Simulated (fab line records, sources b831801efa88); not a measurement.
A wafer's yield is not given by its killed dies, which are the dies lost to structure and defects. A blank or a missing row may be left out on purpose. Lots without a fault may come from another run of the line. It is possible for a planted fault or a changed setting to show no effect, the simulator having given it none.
One fault seen from 2 desks -- flow gf180mcu -- what lay behind the numbers comes last; until then each desk has only its own

THE METROLOGY DESK
What the gauges read, lot by lot, whatever tool the lot ran on: means of the sampled wafers that have a number. Marked OUT: a lot whose mean sits more than 4 standard deviations from the usual mean, which makes it out of limits; the brackets give that distance.
Columns: A = NSD_OVL at GF_NSD_OVL_MEAS_08, usual 0.8 nm; B = cd nm at GF_SAB_CD_MEAS_09, usual 419.9 nm; C = CONTACT_BOW at GF_CONTACT_BOW_MEAS_05, usual 66 um
lot,first seen here,A,B,C
L130,day 14 06:35,2.4,421.1,62
L132,day 14 22:59,1.3,418.9,74
L133,day 15 08:02,1.2,421.6,67
L134,day 15 18:08,3.7,419.2,63
L136,day 16 12:40,1.4,420.1,60
L140,day 17 21:17,0.7,415.8,63
L142,day 18 15:58,0.5,409.7 (-5.4) OUT,71
L147,day 20 06:20,-0.0,418.4,62
L148,day 20 14:55,0.6,417.9,63
L149,day 20 21:34,-0.1,421.7,65
L150,day 21 11:04,-0.0,421.5,69
This desk's verdict: out of limits on L142, starting with L142 at day 20 17:09 (cd nm at GF_SAB_CD_MEAS_09). Within limits: L130, L132, L133, L134, L136, L140, L147, L148, L149, L150.

THE TOOL OWNER'S DESK: litho track-04
The tool's own readings at GF_SAB_COAT_04 (resist thk 1000 nm): means of the sampled wafers that have a number, for each lot that ran on this tool. Marked OUT: a lot whose mean sits more than 4 standard deviations from the usual mean, which makes it out of limits; the brackets give that distance.
Columns: A = spin speed rpm at GF_SAB_COAT_04, usual 2999.6 rpm
lot,first seen here,A
L133,day 16 18:08,2998.0
L134,day 17 05:47,2999.0
L136,day 17 23:59,3000.6
L140,day 19 10:41,3463.1 (+99 or more) OUT
L142,day 20 05:11,3460.6 (+99 or more) OUT
This desk's verdict: out of limits on L140, L142, starting with L140 at day 19 10:41 (spin speed rpm at GF_SAB_COAT_04). Within limits: L133, L134, L136.

BROUGHT TOGETHER
At day 19 10:41, on L140, L142, the tool owner's desk was in a position to raise an alarm.
At day 20 17:09 the metrology desk could have sounded an alarm, on L142.
The metrology desk holds a record of L140, inside its limits.
The lots listed all ran GF_SAB_COAT_04 on litho track-04.

WHAT THE SIMULATOR HAD PUT IN
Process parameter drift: litho track-04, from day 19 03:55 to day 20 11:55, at GF_SAB_COAT_04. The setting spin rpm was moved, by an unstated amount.
Struck lots among those shown: L140, L142.
Hours from the fault's start to each desk's first reading out of limits: the tool owner's desk, 7; the metrology desk, 37.
